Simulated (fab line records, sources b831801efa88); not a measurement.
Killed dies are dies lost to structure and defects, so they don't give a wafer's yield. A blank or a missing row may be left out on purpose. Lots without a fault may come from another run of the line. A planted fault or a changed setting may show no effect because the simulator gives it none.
A struck lot beside a sound one | flow gf180mcu | 43 steps out of a route of 602
Sound: wafers L896.1, L896.2, L896.6. Struck: wafers L906.3, L906.4, L906.6. The cause comes at the end.
At each step with rows: each side's tool, then ch and its chambers, then its first start. Under that, the readings that differ: sound wafers | struck wafers | difference of the means | sigmas: that difference in standard deviations of wafers without a fault.
alike: readings whose means differ by less than 2 such deviations, and words and numbers that are the same on both sides. not compared: withheld readings, readings that some wafer has no value for, bounds like >300 that may hide the same value, and numbers for which the record gives no deviation and whose values overlap.
The two part at a step that has a row with sigmas, a row that says differs or no value, or rows on one side only. Numbers that don't overlap but have no deviation are shown without sigmas and don't part them. A reading that every wafer of one side lacks parts them only if that side has two wafers or more.

GF_MIM_SPUTTER_09: material TiN, target thk 35 nm, time 29.2 s.
  sound on pvd_sputter-01, day 25 09:33; struck on pvd_sputter-01, day 28 10:48
  alike: throttle_valve_pct
GF_MIM_RS_MEAS_10: measures by four-point-probe.
  sound on film_metro-04, day 25 09:35; struck on film_metro-03, day 28 10:52
  reading              | sound                | struck               | difference | sigmas
  MIM_ALCU_RS (ohm/sq) | 0.1636 0.1598 0.1611 | 0.1583 0.1575 0.1565 | -0.0041    | -2
GF_MIM_THK_MEAS_11: measures by xrf.
  sound on film_metro-04, day 25 09:42; struck on film_metro-03, day 28 10:58
  alike: MIM_ALCU_THK
then, 7 steps without rows for these wafers: GF_MIM_DEHYDRATE_12 (time 60 s); GF_MIM_HMDS_13 (prime time 60 s); GF_MIM_COAT_14 (resist thk 1000 nm); GF_MIM_SOFTBAKE_15 (time 60 s); GF_MIM_EXPOSE_16 (exposes mask FuseTop, target cd 2000 nm); GF_MIM_PEB_17; GF_MIM_DEVELOP_18 (develop time 60 s).
GF_MIM_METAL_ETCH_19: etches the open film in Cl2/BCl3, stops on Si3N4, target depth 324.5 nm, time 54.1 s.
  sound on rie_metal-03 ch 0,1, day 26 07:25; struck on rie_metal-01 ch 0,1, day 29 06:05
  reading                     | sound       | struck      | difference | sigmas
  drypump_motor_current_A (A) | 5.9 6.7 6.7 | 5.8 5.8 5.8 | -0.6       | -2
  alike: oes_product_au, throttle_valve_pct
  not compared: rf_hours_counter_h
then, 1 step without rows for these wafers: GF_MIM_STRIP_20 (strips in O2/N2).
GF_MIM_STRIP_21: strips in post etch residue remover, time 1200 s.
  sound on wet_bench-03 ch 2, day 26 07:35; struck on wet_bench-03 ch 2, day 29 06:14
  alike: bath_guard_temp_C
then, 8 steps without rows for these wafers: GF_MIM_CLEAN_22 (cleans in DIW); GF_M5_DEHYDRATE_00 (time 60 s); GF_M5_HMDS_01 (prime time 60 s); GF_M5_COAT_02 (resist thk 1010 nm); GF_M5_SOFTBAKE_03 (time 60 s); GF_M5_EXPOSE_04 (exposes mask Metal5, target cd 280 nm); GF_M5_PEB_05 (peb time 90 s); GF_M5_DEVELOP_06 (develop time 60 s).
GF_M5_CD_MEAS_07: target cd 280 nm.
  sound on cd_sem-02, day 27 04:52; struck on cd_sem-01, day 30 01:33
  alike: cd_nm
GF_M5_OVL_MEAS_08:
  sound on overlay-02, day 27 04:59; struck on overlay-01, day 30 01:39
  alike: M5_OVL
GF_M5_ETCH_09: etches Si3N4 in CF4/O2, target depth 52 nm, time 11.6 s.
  sound on rie_diel-03 ch 1,3, day 27 05:01; struck on rie_diel-03 ch 0,3, day 30 01:40
  alike: drypump_motor_current_A, oes_product_au, throttle_valve_pct
  not compared: rf_hours_counter_h
then, 1 step without rows for these wafers: GF_M5_METAL_ETCH_10 (etches the open film in Cl2/BCl3, stops on SiO2, target depth 750.8 nm, time 125.1 s).
GF_M5_STRIP_11: strips in O2/N2.
  sound on plasma_asher-04 ch 0,1, day 27 05:10; struck on plasma_asher-03 ch 0,1, day 30 01:59
  alike: drypump_motor_current_A, heater_power_w, n2_flow_sccm, oes_product_au, strip_time_to_endpoint_s
  not compared: rf_hours_counter_h
then, 3 steps without rows for these wafers: GF_M5_STRIP_12 (strips in post etch residue remover, time 1200 s); GF_M5_CLEAN_13 (cleans in DIW); GF_V5_CVD_00 (deposits SiO2, target thk 300 nm, time 50 s).
GF_V5_THK_MEAS_01:
  sound on film_metro-01, day 27 05:45; struck on film_metro-04, day 30 02:35
  alike: V5_CVD_00_THK
then, 1 step without rows for these wafers: GF_V5_CVD_02 (deposits SiO2 from TEOS, target thk 1450 nm, time 163.28 s).
GF_V5_THK_MEAS_03:
  sound on film_metro-02, day 27 05:55; struck on film_metro-01, day 30 02:45
  alike: V5_CVD_02_THK
GF_V5_CMP_04: polishes SiO2.
  sound on cmp-01 ch 1,3, day 27 06:02; struck on cmp-02 ch 0,1,2, day 30 02:53
  alike: motor_current_A
GF_V5_BOW_MEAS_05:
  sound on film_metro-02, day 27 06:17; struck on film_metro-04, day 30 03:08
  alike: V5_BOW
then, 8 steps without rows for these wafers: GF_V5_DEHYDRATE_06 (time 60 s); GF_V5_HMDS_07 (prime time 60 s); GF_V5_COAT_08; GF_V5_COAT_09 (resist thk 1000 nm); GF_V5_SOFTBAKE_10 (time 60 s); GF_V5_EXPOSE_11 (exposes mask Via5, target cd 260 nm); GF_V5_PEB_12 (peb time 90 s); GF_V5_DEVELOP_13 (develop time 60 s).
-- the record jumps here: 2 days lie between the struck wafers' starts before and after (it left off in module V5 and takes up again in module PASSIVATION, whose first step shown is number 602 of the route) --
GF_PASSIVATION_PROBE_99:
  the record has rows for the struck wafers here (prober-01, day 32 13:39) and none for the sound ones

WHERE THEY PART
First at GF_MIM_RS_MEAS_10; last, within this record, at GF_PASSIVATION_PROBE_99.

WHY: what the simulator had put in
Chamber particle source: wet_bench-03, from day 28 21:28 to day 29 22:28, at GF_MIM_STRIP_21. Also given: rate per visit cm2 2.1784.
